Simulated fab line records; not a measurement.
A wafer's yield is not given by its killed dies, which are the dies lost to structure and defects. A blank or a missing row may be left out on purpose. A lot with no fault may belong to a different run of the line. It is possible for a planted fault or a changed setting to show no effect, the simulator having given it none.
Which tool is to blame? || flow sky130 || Sampling: 11 lots, 33 wafers, 5 of 708 route steps

== WHAT THE GAUGES READ, wafer by wafer ==
The record lacks any reading of a measuring or inspecting step that a usual standard deviation could be used to judge.

== EACH LOT AND THE TOOL THAT RAN IT (in order: tool; ch and the chambers of the sampled wafers; start) ==
{"lot": "L958", "SKY_METAL4_ETCH_17": "rie_diel-04 ch 0,2,3, day 41 15:20", "SKY_METAL5_DESCUM_14": "rie_metal-01 ch 0, day 43 16:28", "SKY_PASSIVATION_DEVELOP_10": "litho_track-04 ch 0, day 44 16:00", "SKY_PASSIVATION_STRIP_12": "plasma_asher-02 ch 0,1, day 44 16:25", "SKY_PAD_OPEN_PROBE_99": "-"}
{"lot": "L960", "SKY_METAL4_ETCH_17": "rie_diel-04 ch 1,2,3, day 42 09:41", "SKY_METAL5_DESCUM_14": "rie_metal-04 ch 0,1, day 44 09:34", "SKY_PASSIVATION_DEVELOP_10": "litho_track-02 ch 0, day 45 08:00", "SKY_PASSIVATION_STRIP_12": "plasma_asher-01 ch 0,1, day 45 08:40", "SKY_PAD_OPEN_PROBE_99": "-"}
{"lot": "L961", "SKY_METAL4_ETCH_17": "rie_diel-03 ch 2,3, day 42 13:53", "SKY_METAL5_DESCUM_14": "rie_metal-04 ch 0,1, day 44 14:00", "SKY_PASSIVATION_DEVELOP_10": "litho_track-02 ch 0, day 45 11:00", "SKY_PASSIVATION_STRIP_12": "plasma_asher-02 ch 0,1, day 45 12:10", "SKY_PAD_OPEN_PROBE_99": "-"}
{"lot": "L962", "SKY_METAL4_ETCH_17": "rie_diel-04 ch 0,1,3, day 42 20:14", "SKY_METAL5_DESCUM_14": "rie_metal-04 ch 0,1, day 44 19:47", "SKY_PASSIVATION_DEVELOP_10": "litho_track-01 ch 0, day 45 18:00", "SKY_PASSIVATION_STRIP_12": "plasma_asher-04 ch 0,1, day 45 18:22", "SKY_PAD_OPEN_PROBE_99": "prober-01, day 46 17:41"}
{"lot": "L963", "SKY_METAL4_ETCH_17": "rie_diel-02 ch 1,2,3, day 43 07:11", "SKY_METAL5_DESCUM_14": "rie_metal-01 ch 0,1, day 45 05:15", "SKY_PASSIVATION_DEVELOP_10": "litho_track-02 ch 0, day 46 02:00", "SKY_PASSIVATION_STRIP_12": "plasma_asher-02 ch 0,1, day 46 03:04", "SKY_PAD_OPEN_PROBE_99": "prober-02, day 47 02:38"}
{"lot": "L964", "SKY_METAL4_ETCH_17": "rie_diel-03 ch 1,2, day 43 10:08", "SKY_METAL5_DESCUM_14": "rie_metal-04 ch 0,1, day 45 08:52", "SKY_PASSIVATION_DEVELOP_10": "litho_track-02 ch 0, day 46 06:00", "SKY_PASSIVATION_STRIP_12": "plasma_asher-02 ch 0,1, day 46 06:53", "SKY_PAD_OPEN_PROBE_99": "prober-01, day 47 05:35"}
{"lot": "L972", "SKY_METAL4_ETCH_17": "rie_diel-04 ch 0,3, day 45 17:20", "SKY_METAL5_DESCUM_14": "rie_metal-01 ch 0,1, day 47 12:47", "SKY_PASSIVATION_DEVELOP_10": "litho_track-04 ch 0, day 48 08:00", "SKY_PASSIVATION_STRIP_12": "plasma_asher-04 ch 0,1, day 48 08:55", "SKY_PAD_OPEN_PROBE_99": "prober-01, day 49 05:37"}
{"lot": "L974", "SKY_METAL4_ETCH_17": "rie_diel-02 ch 2,3, day 46 06:40", "SKY_METAL5_DESCUM_14": "rie_metal-04 ch 0,1, day 48 01:40", "SKY_PASSIVATION_DEVELOP_10": "litho_track-01 ch 0, day 48 20:00", "SKY_PASSIVATION_STRIP_12": "plasma_asher-02 ch 0,1, day 48 20:51", "SKY_PAD_OPEN_PROBE_99": "-"}
{"lot": "L978", "SKY_METAL4_ETCH_17": "rie_diel-03 ch 0,1, day 47 17:49", "SKY_METAL5_DESCUM_14": "rie_metal-04 ch 0,1, day 49 10:26", "SKY_PASSIVATION_DEVELOP_10": "litho_track-01 ch 0, day 50 03:00", "SKY_PASSIVATION_STRIP_12": "plasma_asher-02 ch 0,1, day 50 04:10", "SKY_PAD_OPEN_PROBE_99": "-"}
{"lot": "L980", "SKY_METAL4_ETCH_17": "rie_diel-04 ch 1,2,3, day 48 07:50", "SKY_METAL5_DESCUM_14": "rie_metal-04 ch 0,1, day 49 21:45", "SKY_PASSIVATION_DEVELOP_10": "litho_track-02 ch 0, day 50 14:00", "SKY_PASSIVATION_STRIP_12": "plasma_asher-01 ch 0,1, day 50 14:19", "SKY_PAD_OPEN_PROBE_99": "prober-01, day 51 05:06"}
{"lot": "L979", "SKY_METAL4_ETCH_17": "rie_diel-03 ch 1,2, day 48 11:25", "SKY_METAL5_DESCUM_14": "rie_metal-01 ch 1, day 50 00:46", "SKY_PASSIVATION_DEVELOP_10": "litho_track-02 ch 0, day 50 18:00", "SKY_PASSIVATION_STRIP_12": "plasma_asher-02 ch 0,1, day 50 18:43", "SKY_PAD_OPEN_PROBE_99": "prober-01, day 51 09:21"}
- SKY_METAL4_ETCH_17: etches SiO2 in C4F8/O2/Ar, stops on TiN, time 3.9 s, target depth 15 nm.
- SKY_METAL5_DESCUM_14: chemistry O2, time 11 s.
- SKY_PASSIVATION_DEVELOP_10: develop time 60 s.
- SKY_PASSIVATION_STRIP_12: strips in O2/N2.
- SKY_PAD_OPEN_PROBE_99

== WHAT THE TOOLS THEMSELVES READ (means of the sampled wafers that have a number; where no wafer has one, the mark that the record gives instead) ==
SKY_METAL4_ETCH_17.
{"lot": "L958", "tool": "rie_diel-04", "chamber_pressure_mTorr (mTorr)": 40.03, "oes_product_au (a.u.)": 0.756}
{"lot": "L960", "tool": "rie_diel-04", "chamber_pressure_mTorr (mTorr)": 40.00, "oes_product_au (a.u.)": 0.763}
{"lot": "L961", "tool": "rie_diel-03", "chamber_pressure_mTorr (mTorr)": 40.00, "oes_product_au (a.u.)": 0.751}
{"lot": "L962", "tool": "rie_diel-04", "chamber_pressure_mTorr (mTorr)": 39.96, "oes_product_au (a.u.)": 0.759}
{"lot": "L963", "tool": "rie_diel-02", "chamber_pressure_mTorr (mTorr)": 40.03, "oes_product_au (a.u.)": 0.762}
{"lot": "L964", "tool": "rie_diel-03", "chamber_pressure_mTorr (mTorr)": 39.99, "oes_product_au (a.u.)": 0.759}
{"lot": "L972", "tool": "rie_diel-04", "chamber_pressure_mTorr (mTorr)": 40.02, "oes_product_au (a.u.)": 0.763}
{"lot": "L974", "tool": "rie_diel-02", "chamber_pressure_mTorr (mTorr)": 40.01, "oes_product_au (a.u.)": 0.754}
{"lot": "L978", "tool": "rie_diel-03", "chamber_pressure_mTorr (mTorr)": 39.95, "oes_product_au (a.u.)": 0.753}
{"lot": "L980", "tool": "rie_diel-04", "chamber_pressure_mTorr (mTorr)": 40.00, "oes_product_au (a.u.)": 0.768}
{"lot": "L979", "tool": "rie_diel-03", "chamber_pressure_mTorr (mTorr)": 39.98, "oes_product_au (a.u.)": 0.751}

SKY_METAL5_DESCUM_14.
{"lot": "L958", "tool": "rie_metal-01", "chamber_pressure_mTorr (mTorr)": 10.008, "drypump_motor_current_A (A)": 5.2, "he_backside_leak_sccm (sccm)": 3.10, "oes_product_au (a.u.)": 0.989}
{"lot": "L960", "tool": "rie_metal-04", "chamber_pressure_mTorr (mTorr)": 10.003, "drypump_motor_current_A (A)": 5.9, "he_backside_leak_sccm (sccm)": 3.16, "oes_product_au (a.u.)": 1.009}
{"lot": "L961", "tool": "rie_metal-04", "chamber_pressure_mTorr (mTorr)": 9.994, "drypump_motor_current_A (A)": 5.9, "he_backside_leak_sccm (sccm)": 3.21, "oes_product_au (a.u.)": 1.016}
{"lot": "L962", "tool": "rie_metal-04", "chamber_pressure_mTorr (mTorr)": 9.999, "drypump_motor_current_A (A)": 5.7, "he_backside_leak_sccm (sccm)": 3.31, "oes_product_au (a.u.)": 1.006}
{"lot": "L963", "tool": "rie_metal-01", "chamber_pressure_mTorr (mTorr)": 10.005, "drypump_motor_current_A (A)": 6.1, "he_backside_leak_sccm (sccm)": 3.18, "oes_product_au (a.u.)": 0.995}
{"lot": "L964", "tool": "rie_metal-04", "chamber_pressure_mTorr (mTorr)": 9.996, "drypump_motor_current_A (A)": 5.9, "he_backside_leak_sccm (sccm)": 3.21, "oes_product_au (a.u.)": 1.007}
{"lot": "L972", "tool": "rie_metal-01", "chamber_pressure_mTorr (mTorr)": 10.001, "drypump_motor_current_A (A)": 6.0, "he_backside_leak_sccm (sccm)": 3.09, "oes_product_au (a.u.)": 1.002}
{"lot": "L974", "tool": "rie_metal-04", "chamber_pressure_mTorr (mTorr)": 9.997, "drypump_motor_current_A (A)": 5.9, "he_backside_leak_sccm (sccm)": 3.41, "oes_product_au (a.u.)": 0.998}
{"lot": "L978", "tool": "rie_metal-04", "chamber_pressure_mTorr (mTorr)": 10.003, "drypump_motor_current_A (A)": 5.9, "he_backside_leak_sccm (sccm)": 3.37, "oes_product_au (a.u.)": 1.002}
{"lot": "L980", "tool": "rie_metal-04", "chamber_pressure_mTorr (mTorr)": 10.003, "drypump_motor_current_A (A)": 5.9, "he_backside_leak_sccm (sccm)": 3.35, "oes_product_au (a.u.)": 1.000}
{"lot": "L979", "tool": "rie_metal-01", "chamber_pressure_mTorr (mTorr)": 10.005, "drypump_motor_current_A (A)": 6.5, "he_backside_leak_sccm (sccm)": 3.16, "oes_product_au (a.u.)": 1.001}

SKY_PASSIVATION_DEVELOP_10.
{"lot": "L958", "tool": "litho_track-04", "developer_temp_C (C)": 22.95, "exhaust_pa (Pa)": 45.1, "resist_line_temp_C (C)": 23.11}
{"lot": "L960", "tool": "litho_track-02", "developer_temp_C (C)": 22.88, "exhaust_pa (Pa)": 44.1, "resist_line_temp_C (C)": 22.91}
{"lot": "L961", "tool": "litho_track-02", "developer_temp_C (C)": 22.94, "exhaust_pa (Pa)": 44.5, "resist_line_temp_C (C)": 22.95}
{"lot": "L962", "tool": "litho_track-01", "developer_temp_C (C)": 22.95, "exhaust_pa (Pa)": 44.2, "resist_line_temp_C (C)": 23.00}
{"lot": "L963", "tool": "litho_track-02", "developer_temp_C (C)": 23.93, "exhaust_pa (Pa)": 44.5, "resist_line_temp_C (C)": 23.07}
{"lot": "L964", "tool": "litho_track-02", "developer_temp_C (C)": 23.93, "exhaust_pa (Pa)": 46.0, "resist_line_temp_C (C)": 22.95}
{"lot": "L972", "tool": "litho_track-04", "developer_temp_C (C)": 23.14, "exhaust_pa (Pa)": 43.6, "resist_line_temp_C (C)": 22.97}
{"lot": "L974", "tool": "litho_track-01", "developer_temp_C (C)": 22.95, "exhaust_pa (Pa)": 45.6, "resist_line_temp_C (C)": 23.02}
{"lot": "L978", "tool": "litho_track-01", "developer_temp_C (C)": 22.91, "exhaust_pa (Pa)": 44.7, "resist_line_temp_C (C)": 22.99}
{"lot": "L980", "tool": "litho_track-02", "developer_temp_C (C)": 22.96, "exhaust_pa (Pa)": 45.3, "resist_line_temp_C (C)": 23.02}
{"lot": "L979", "tool": "litho_track-02", "developer_temp_C (C)": 23.00, "exhaust_pa (Pa)": 45.7, "resist_line_temp_C (C)": 23.02}

SKY_PASSIVATION_STRIP_12.
{"lot": "L958", "tool": "plasma_asher-02", "chamber_pressure_mTorr (mTorr)": 1501.4, "drypump_motor_current_A (A)": 5.70, "oes_product_au (a.u.)": 0.663, "strip_time_to_endpoint_s (s)": 31.64}
{"lot": "L960", "tool": "plasma_asher-01", "chamber_pressure_mTorr (mTorr)": 1499.5, "drypump_motor_current_A (A)": 5.46, "oes_product_au (a.u.)": 0.658, "strip_time_to_endpoint_s (s)": 31.62}
{"lot": "L961", "tool": "plasma_asher-02", "chamber_pressure_mTorr (mTorr)": 1498.5, "drypump_motor_current_A (A)": 5.90, "oes_product_au (a.u.)": 0.659, "strip_time_to_endpoint_s (s)": 31.62}
{"lot": "L962", "tool": "plasma_asher-04", "chamber_pressure_mTorr (mTorr)": 1500.1, "drypump_motor_current_A (A)": 5.81, "oes_product_au (a.u.)": 0.662, "strip_time_to_endpoint_s (s)": 31.46}
{"lot": "L963", "tool": "plasma_asher-02", "chamber_pressure_mTorr (mTorr)": 1499.9, "drypump_motor_current_A (A)": 5.90, "oes_product_au (a.u.)": 0.662, "strip_time_to_endpoint_s (s)": 31.73}
{"lot": "L964", "tool": "plasma_asher-02", "chamber_pressure_mTorr (mTorr)": 1499.8, "drypump_motor_current_A (A)": 5.69, "oes_product_au (a.u.)": 0.658, "strip_time_to_endpoint_s (s)": 31.56}
{"lot": "L972", "tool": "plasma_asher-04", "chamber_pressure_mTorr (mTorr)": 1500.3, "drypump_motor_current_A (A)": 5.81, "oes_product_au (a.u.)": 0.663, "strip_time_to_endpoint_s (s)": 31.44}
{"lot": "L974", "tool": "plasma_asher-02", "chamber_pressure_mTorr (mTorr)": 1499.3, "drypump_motor_current_A (A)": 5.69, "oes_product_au (a.u.)": 0.655, "strip_time_to_endpoint_s (s)": 31.52}
{"lot": "L978", "tool": "plasma_asher-02", "chamber_pressure_mTorr (mTorr)": 1500.3, "drypump_motor_current_A (A)": 5.91, "oes_product_au (a.u.)": 0.660, "strip_time_to_endpoint_s (s)": 31.57}
{"lot": "L980", "tool": "plasma_asher-01", "chamber_pressure_mTorr (mTorr)": 1500.2, "drypump_motor_current_A (A)": 5.62, "oes_product_au (a.u.)": 0.661, "strip_time_to_endpoint_s (s)": 31.47}
{"lot": "L979", "tool": "plasma_asher-02", "chamber_pressure_mTorr (mTorr)": 1499.7, "drypump_motor_current_A (A)": 5.70, "oes_product_au (a.u.)": 0.657, "strip_time_to_endpoint_s (s)": 31.53}

SKY_PAD_OPEN_PROBE_99.
{"lot": "L962", "tool": "prober-01", "defect_limited_yield (%)": 81.2, "killed_at_M0_to_M3": 43, "killed_at_M4_up": 3.7, "killed_at_contacts": 25, "killed_at_front_end": 21, "killed_at_other": 0.0, "killed_dies": 93, "killed_open": 57, "killed_short": 35, "sort_bin_3_pad_short (%)": 0.5, "sort_bin_5_function (%)": 10.9, "sort_bin_6_memory (%)": 7.4, "sort_bin_8_speed (%)": 0.00, "sort_n_pass": 399, "sort_yield_pct (%)": 81.2}
{"lot": "L963", "tool": "prober-02", "defect_limited_yield (%)": 83.7, "killed_at_M0_to_M3": 37, "killed_at_M4_up": 3.0, "killed_at_contacts": 24, "killed_at_front_end": 16, "killed_at_other": 0.0, "killed_dies": 80, "killed_open": 48, "killed_short": 33, "sort_bin_3_pad_short (%)": 0.7, "sort_bin_5_function (%)": 9.3, "sort_bin_6_memory (%)": 6.3, "sort_bin_8_speed (%)": 0.00, "sort_n_pass": 412, "sort_yield_pct (%)": 83.7}
{"lot": "L964", "tool": "prober-01", "defect_limited_yield (%)": 78.5, "killed_at_M0_to_M3": 50, "killed_at_M4_up": 3.7, "killed_at_contacts": 30, "killed_at_front_end": 21, "killed_at_other": 0.7, "killed_dies": 106, "killed_open": 62, "killed_short": 44, "sort_bin_3_pad_short (%)": 1.1, "sort_bin_5_function (%)": 12.3, "sort_bin_6_memory (%)": 8.0, "sort_bin_8_speed (%)": 0.00, "sort_n_pass": 386, "sort_yield_pct (%)": 78.5}
{"lot": "L972", "tool": "prober-01", "defect_limited_yield (%)": 83.4, "killed_at_M0_to_M3": 40, "killed_at_M4_up": 2.0, "killed_at_contacts": 27, "killed_at_front_end": 13, "killed_at_other": 0.0, "killed_dies": 81, "killed_open": 48, "killed_short": 33, "sort_bin_3_pad_short (%)": 0.8, "sort_bin_5_function (%)": 10.1, "sort_bin_6_memory (%)": 5.7, "sort_bin_8_speed (%)": 0.00, "sort_n_pass": 411, "sort_yield_pct (%)": 83.4}
{"lot": "L980", "tool": "prober-01", "defect_limited_yield (%)": 80.1, "killed_at_M0_to_M3": 50, "killed_at_M4_up": 4.0, "killed_at_contacts": 28, "killed_at_front_end": 16, "killed_at_other": 0.3, "killed_dies": 98, "killed_open": 51, "killed_short": 46, "sort_bin_3_pad_short (%)": 1.1, "sort_bin_5_function (%)": 11.7, "sort_bin_6_memory (%)": 7.2, "sort_bin_8_speed (%)": 0.00, "sort_n_pass": 394, "sort_yield_pct (%)": 80.1}
{"lot": "L979", "tool": "prober-01", "defect_limited_yield (%)": 83.6, "killed_at_M0_to_M3": 44, "killed_at_M4_up": 3.3, "killed_at_contacts": 21, "killed_at_front_end": 13, "killed_at_other": 0.0, "killed_dies": 81, "killed_open": 45, "killed_short": 36, "sort_bin_3_pad_short (%)": 1.2, "sort_bin_5_function (%)": 9.1, "sort_bin_6_memory (%)": 6.0, "sort_bin_8_speed (%)": 0.00, "sort_n_pass": 411, "sort_yield_pct (%)": 83.6}

== THE ANSWER, worked out from the rows above alone ==
Rule: the usual values come from the lots themselves. The widest of any qualifying gaps counts: lots, ordered by their means at a reading, are off when they make up no more than a third of the lots, leave a main group of 4 or more, and stand apart from it by 3 or more times the standard deviation of that group's means. Not used: any main group whose means are identical at the precision the tables above print for the reading. A lot without any number at a reading at which 4 lots or more have one is off too. All remaining lots with rows at the step are treated as sound. The gauges are gone through in route order, then the tools' own readings, and for those a lot's mean is taken as printed above. At the first step where some lot is off, the reading lying furthest off is the one used; lots without a number count as furthest.
Off: L963, L964 (SKY_PASSIVATION_DEVELOP_10, developer_temp_C). The main group has a mean of 22.96 C with a standard deviation of 0.069.
If a tool, at that step or one of the process steps before it, ran each lot that is off and ran no sound lot following the first of them, it fits. None of those tried fits.

== WHAT HAD BEEN PUT IN BY THE SIMULATOR ==
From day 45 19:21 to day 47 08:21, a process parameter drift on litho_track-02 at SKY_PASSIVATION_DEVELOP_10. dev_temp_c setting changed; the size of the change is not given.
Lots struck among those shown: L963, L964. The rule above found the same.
